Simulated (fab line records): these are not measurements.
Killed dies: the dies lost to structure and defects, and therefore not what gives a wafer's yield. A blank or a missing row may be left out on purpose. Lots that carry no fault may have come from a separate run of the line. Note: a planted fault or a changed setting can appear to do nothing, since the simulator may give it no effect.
The tool behind it: which one? | flow sky130 | Sampling: 13 lots, 39 wafers, 4 of 708 route steps

WHAT EACH GAUGE READ, for each wafer
SKY_METAL1_OVL_MEAS_16. Usual: METAL1_OVL gives -5 nm (standard deviation 5.5).
lot  | measured     | on         | METAL1_OVL (nm) | flag
L916 | day 32 10:18 | overlay-02 | -4 -10 -10      |
L917 | day 32 20:33 | overlay-02 | 3 -4 0          |
L918 | day 34 03:52 | overlay-02 | -7 1 3          |
L919 | day 34 06:40 | overlay-01 | -14 -2 -6       |
L921 | day 34 08:01 | overlay-02 | -12 -12 -11     |
L922 | day 34 15:46 | overlay-01 | 1 -6 9          |
L923 | day 35 11:40 | overlay-01 | -5 -7 -2        |
L932 | day 37 22:46 | overlay-02 | -6 -9 -2        |
L933 | day 38 07:19 | overlay-02 | -12 -11 -17     |
L935 | day 39 02:32 | overlay-01 | -16 -10 -11     |
L937 | day 39 11:22 | overlay-01 | -6 -8 -8        |
L939 | day 40 21:33 | overlay-02 | -4 -1 -4        |
L938 | day 40 23:54 | overlay-01 | -7 -5 -5        |

SKY_CAPM_OVL_MEAS_12. Usual: CAPM_OVL gives 0.2 nm (standard deviation 1.2).
lot  | measured     | on         | CAPM_OVL (nm)  | flag
L916 | day 37 01:22 | overlay-01 | -0.2 -1.5 0.2  |
L917 | day 37 11:42 | overlay-01 | -1.5 0.5 -1.6  |
L918 | day 38 17:38 | overlay-01 | 1.9 -0.5 0.5   |
L919 | day 38 21:05 | overlay-01 | 0.5 -1.1 -0.8  |
L921 | day 38 22:56 | overlay-02 | 1.6 -0.6 -1.3  |
L922 | day 39 05:53 | overlay-02 | -2.1 0.4 1.5   |
L923 | day 40 01:23 | overlay-02 | 1.7 2.7 2.2    |
L932 | day 42 07:32 | overlay-01 | 1.1 -0.2 1.7   |
L933 | day 42 14:39 | overlay-02 | -0.7 -0.4 -0.2 |
L935 | day 43 09:36 | overlay-02 | 2.2 -1.1 -0.5  |
L937 | day 43 15:17 | overlay-01 | 0.2 0.0 0.5    |
L939 | day 44 22:32 | overlay-02 | 0.0 0.2 -0.2   |
L938 | day 45 02:10 | overlay-02 | 0.2 -1.7 0.1   |

SKY_METAL3_CD_MEAS_13: the cd target is 300 nm. Usual: cd-nm 299.6 nm, standard deviation 1.4.
lot  | measured     | on        | cd-nm (nm)        | flag
L916 | day 38 04:41 | cd-sem-01 | 300.4 301.0 301.0 |
L917 | day 38 14:25 | cd-sem-02 | 299.5 298.7 298.6 |
L918 | day 39 19:03 | cd-sem-02 | 296.4 297.3 297.2 |
L919 | day 39 22:24 | cd-sem-02 | 301.8 301.6 300.6 |
L921 | day 40 00:15 | cd-sem-02 | 299.4 298.9 300.0 |
L922 | day 40 06:55 | cd-sem-01 | 299.7 300.8 300.4 |
L923 | day 41 02:17 | cd-sem-01 | 298.9 300.4 298.9 |
L932 | day 43 07:22 | cd-sem-01 | 298.6 297.8 299.3 |
L933 | day 43 13:37 | cd-sem-02 | 298.4 300.0 299.1 |
L935 | day 44 09:26 | cd-sem-01 | 300.2 299.7 300.9 |
L937 | day 44 14:55 | cd-sem-02 | 297.0 297.2 297.9 |
L939 | day 45 20:10 | cd-sem-01 | 299.8 300.9 300.6 |
L938 | day 46 00:05 | cd-sem-02 | 300.3 299.6 301.2 |

EACH LOT AND THE TOOL THAT RAN IT (in order: tool; ch and the chambers of the sampled wafers; start)
lot  | SKY_METAL3_SPUTTER_01
L916 | pvd-sputter-02, day 35 23:19
L917 | pvd-sputter-03, day 36 09:04
L918 | pvd-sputter-02, day 37 16:26
L919 | pvd-sputter-02, day 37 19:53
L921 | pvd-sputter-02, day 37 21:02
L922 | pvd-sputter-02, day 38 04:49
L923 | pvd-sputter-03, day 39 00:04
L932 | pvd-sputter-02, day 41 07:28
L933 | pvd-sputter-02, day 41 15:34
L935 | pvd-sputter-03, day 42 10:11
L937 | pvd-sputter-03, day 42 16:37
L939 | pvd-sputter-03, day 44 00:49
L938 | pvd-sputter-02, day 44 04:17
- SKY_METAL3_SPUTTER_01: material TiN, target thk 20 nm, time 16.7 s.

AS READ BY THE TOOLS THEMSELVES (means over the sampled wafers that have a number; for cases with no such wafer, the mark the record gives instead)
SKY_METAL3_SPUTTER_01. Usual: chamber-pressure-pa 0.4001 Pa, standard deviation 0.00081; throttle-valve-pct 29.8 %, standard deviation 1.1.
lot  | tool           | chamber-pressure-pa (Pa) | throttle-valve-pct (%) | flag
L916 | pvd-sputter-02 | 0.4000                   | 29.1                   |
L917 | pvd-sputter-03 | 0.4003                   | 29.8                   |
L918 | pvd-sputter-02 | 0.4000                   | 29.4                   |
L919 | pvd-sputter-02 | 0.3995                   | 29.6                   |
L921 | pvd-sputter-02 | 0.3995                   | 28.8                   |
L922 | pvd-sputter-02 | 0.3997                   | 28.7                   |
L923 | pvd-sputter-03 | 0.4000                   | 29.2                   |
L932 | pvd-sputter-02 | 0.4891                   | 27.5                   | OFF
L933 | pvd-sputter-02 | 0.4875                   | 27.4                   | OFF
L935 | pvd-sputter-03 | 0.4003                   | 29.4                   |
L937 | pvd-sputter-03 | 0.3998                   | 29.4                   |
L939 | pvd-sputter-03 | 0.4004                   | 29.4                   |
L938 | pvd-sputter-02 | 0.3996                   | 29.2                   |

THE ANSWER, worked out from the rows above alone
Rule: a lot is off if the mean of its wafers that have a number lies more than 3 standard deviations from the usual mean. A lot without any number at a reading at which 4 lots or more have one is off too. All remaining lots with rows at the step are treated as sound. First the gauges in route order, then the tools' own readings, where a lot's mean is used as printed above. The first step at which some lot is off is used, and at that step the reading that is off furthest; a lot without a number counts as furthest.
Off: L932, L933 (SKY_METAL3_SPUTTER_01, chamber-pressure-pa).
A tool fits if, at that step or a process step before it, it ran every lot that is off, and no sound lot after the first of them. Not one of the candidates tried fits.

WHAT HAD BEEN PUT IN BY THE SIMULATOR
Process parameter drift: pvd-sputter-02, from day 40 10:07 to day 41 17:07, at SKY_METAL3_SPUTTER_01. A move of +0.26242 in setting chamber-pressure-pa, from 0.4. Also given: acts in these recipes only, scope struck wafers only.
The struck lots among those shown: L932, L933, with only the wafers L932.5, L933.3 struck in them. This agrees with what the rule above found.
